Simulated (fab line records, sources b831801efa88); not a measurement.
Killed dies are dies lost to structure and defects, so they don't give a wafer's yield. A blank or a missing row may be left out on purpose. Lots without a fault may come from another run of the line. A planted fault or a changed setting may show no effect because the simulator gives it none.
A struck lot beside a sound one | flow sfq_line | 43 steps out of a route of 325
Sound: wafers L226.1, L226.5, L226.6. Struck: wafers L228.2, L228.3, L228.5. The cause comes at the end.
At each step with rows: each side's tool, then ch and its chambers, then its first start. Under that, the readings that differ: sound wafers | struck wafers | difference of the means | sigmas: that difference in standard deviations of wafers without a fault.
alike: readings whose means differ by less than 2 such deviations, and words and numbers that are the same on both sides. not compared: withheld readings, readings that some wafer has no value for, bounds like >300 that may hide the same value, and numbers for which the record gives no deviation and whose values overlap.
The two part at a step that has a row with sigmas, a row that says differs or no value, or rows on one side only. Numbers that don't overlap but have no deviation are shown without sigmas and don't part them. A reading that every wafer of one side lacks parts them only if that side has two wafers or more.

first, 5 steps without rows for these wafers: SFQ_TRILAYER_M5_STRIP_SOLV_CLEAN_128 (cleans in NMP, time 600 s); SFQ_TRILAYER_A5B_DEP_PECVD_129 (deposits SiO2 from SiH4/N2O, time 133.33 s, target thk 600 nm); SFQ_TRILAYER_A5B_CMP_CMP_130 (polishes, stops on Nb, target thk 340.7 nm); SFQ_TRILAYER_A5B_METRO_MEASURE_131; SFQ_TRILAYER_R5_DEP_SPUTTER_132 (material Ti, target thk 5 nm, time 5 s).
SFQ_TRILAYER_R5_DEP_SPUTTER_133: material MoNx, target thk 40 nm, time 66.7 s.
  sound on pvd_sputter-03, day 62 02:57; struck on pvd_sputter-03, day 63 00:33
  alike: chamber_pressure_pa, throttle_valve_pct
SFQ_TRILAYER_R5_DEP_SPUTTER_134: material Ti, target thk 5 nm, time 5 s.
  sound on pvd_sputter-03, day 62 03:00; struck on pvd_sputter-03, day 63 00:36
  alike: chamber_pressure_pa, throttle_valve_pct
SFQ_R5_RS_MEAS_933: measures by four-point-probe.
  sound on film_metro-02, day 62 03:01; struck on film_metro-04, day 63 00:38
  alike: R5_MONX_RS
SFQ_R5_THK_MEAS_934: measures by xrf.
  sound on film_metro-02, day 62 03:08; struck on film_metro-04, day 63 00:45
  alike: R5_MONX_THK
then, 3 steps without rows for these wafers: SFQ_TRILAYER_R5_LITHO_COAT_141 (resist thk 62 nm); SFQ_TRILAYER_R5_LITHO_COAT_136 (resist thk 600 nm); SFQ_TRILAYER_R5_LITHO_SOFTBAKE_140.
SFQ_TRILAYER_R5_LITHO_EXPOSE_137: exposes mask R5, target cd 500 nm.
  sound on krf_scanner-01 ch 0, day 62 04:44; struck on krf_scanner-01 ch 0, day 63 01:45
  alike: mask
then, 2 steps without rows for these wafers: SFQ_TRILAYER_R5_LITHO_PEB_139 (peb time 60 s); SFQ_TRILAYER_R5_LITHO_DEVELOP_138 (time 60 s).
SFQ_R5_OVL_MEAS_935:
  sound on overlay-02, day 62 06:14; struck on overlay-01, day 63 03:04
  alike: R5_OVL
SFQ_TRILAYER_R5_BARC_OPEN_METAL_ETCH_177: etches BARC in O2, target depth 125 nm, time 41.7 s.
  sound on rie_metal-04 ch 0, day 62 06:16; struck on rie_metal-04 ch 1, day 63 03:05
  reading             | sound           | struck            | difference | sigmas
  model.R5.cd_nm (nm) | 500 499.6 499.8 | 477.7 489.4 486.3 | -15.3      |
  alike: drypump_motor_current_A, he_backside_leak_sccm, oes_product_au
  not compared: rf_hours_counter_h
SFQ_TRILAYER_R5_ETCH_METAL_ETCH_139: etches the open film in Cl2, stops on SiO2, target depth 60 nm, time 40 s.
  sound on rie_metal-04 ch 0, day 62 06:23; struck on rie_metal-04 ch 1, day 63 03:09
  reading             | sound             | struck            | difference | sigmas
  model.R5.cd_nm (nm) | 499.8 499.4 499.8 | 478.6 490.2 487.1 | -14.4      |
  alike: drypump_motor_current_A, he_backside_leak_sccm, oes_product_au
  not compared: rf_hours_counter_h
then, 2 steps without rows for these wafers: SFQ_TRILAYER_R5_STRIP_STRIP_140 (strips in O2); SFQ_TRILAYER_R5_STRIP_SOLV_CLEAN_141 (cleans in NMP, time 600 s).
SFQ_TRILAYER_A5C_DEP_PECVD_142: deposits SiO2 from SiH4/N2O, time 15.556 s, target thk 70 nm.
  sound on pecvd-01 ch 0,2, day 62 07:53; struck on pecvd-03 ch 0,2, day 63 03:59
  alike: heater_power_w, throttle_valve_pct
then, 6 steps without rows for these wafers: SFQ_TRILAYER_I5_LITHO_COAT_149 (resist thk 62 nm); SFQ_TRILAYER_I5_LITHO_COAT_144 (resist thk 650 nm); SFQ_TRILAYER_I5_LITHO_SOFTBAKE_148; SFQ_TRILAYER_I5_LITHO_EXPOSE_145 (exposes mask I5, target cd 700 nm); SFQ_TRILAYER_I5_LITHO_PEB_147 (peb time 60 s); SFQ_TRILAYER_I5_LITHO_DEVELOP_146 (time 60 s).
-- the record jumps here: 5 days lie between the struck wafers' starts before and after --
SFQ_I5_OVL_MEAS_936:
  sound on overlay-01, day 67 07:31; struck on overlay-01, day 67 22:06
  alike: I5_OVL
then, 10 steps without rows for these wafers: SFQ_TRILAYER_I5_BARC_OPEN_VIA_ETCH_200 (etches BARC in O2, target depth 125 nm, time 41.7 s); SFQ_TRILAYER_I5_ETCH_VIA_ETCH_147 (etches the open film in CHF3, stops on Nb, target depth 360 nm); SFQ_TRILAYER_I5_STRIP_STRIP_148 (strips in O2); SFQ_TRILAYER_I5_STRIP_SOLV_CLEAN_149 (cleans in NMP, time 600 s); SFQ_TRILAYER_C5_LITHO_COAT_156 (resist thk 62 nm); SFQ_TRILAYER_C5_LITHO_COAT_151 (resist thk 650 nm); SFQ_TRILAYER_C5_LITHO_SOFTBAKE_155; SFQ_TRILAYER_C5_LITHO_EXPOSE_152 (exposes mask C5, target cd 500 nm); SFQ_TRILAYER_C5_LITHO_PEB_154 (peb time 60 s); SFQ_TRILAYER_C5_LITHO_DEVELOP_153 (time 60 s).
-- the record jumps here: 3 days lie between the struck wafers' starts before and after --
SFQ_C5_OVL_MEAS_937:
  sound on overlay-01, day 70 16:11; struck on overlay-01, day 70 19:36
  alike: C5_OVL
SFQ_TRILAYER_C5_BARC_OPEN_VIA_ETCH_210: etches BARC in O2, target depth 125 nm, time 41.7 s.
  sound on rie_diel-01 ch 0,3, day 70 16:14; struck on rie_diel-02 ch 0,1, day 70 19:38
  alike: drypump_motor_current_A, oes_product_au
  not compared: rf_hours_counter_h
then, 1 step without rows for these wafers: SFQ_TRILAYER_C5_ETCH_VIA_ETCH_154 (etches SiO2 in CHF3, stops on Nb, target depth 84 nm).
SFQ_TRILAYER_C5_STRIP_STRIP_155: strips in O2.
  sound on rie_metal-01 ch 0,1, day 70 16:19; struck on rie_metal-04 ch 1, day 70 19:43
  alike: drypump_motor_current_A, he_backside_leak_sccm, oes_product_au
  not compared: rf_hours_counter_h
-- the record jumps here: 16 days lie between the struck wafers' starts before and after --
SFQ_M8_BOW_MEAS_951:
  sound on film_metro-03, day 86 19:05; struck on film_metro-04, day 87 02:33
  alike: M8_BOW
  not compared: model.etest.r5.ohm_um

WHERE THEY PART
Nowhere in this record.

WHY: what the simulator had put in
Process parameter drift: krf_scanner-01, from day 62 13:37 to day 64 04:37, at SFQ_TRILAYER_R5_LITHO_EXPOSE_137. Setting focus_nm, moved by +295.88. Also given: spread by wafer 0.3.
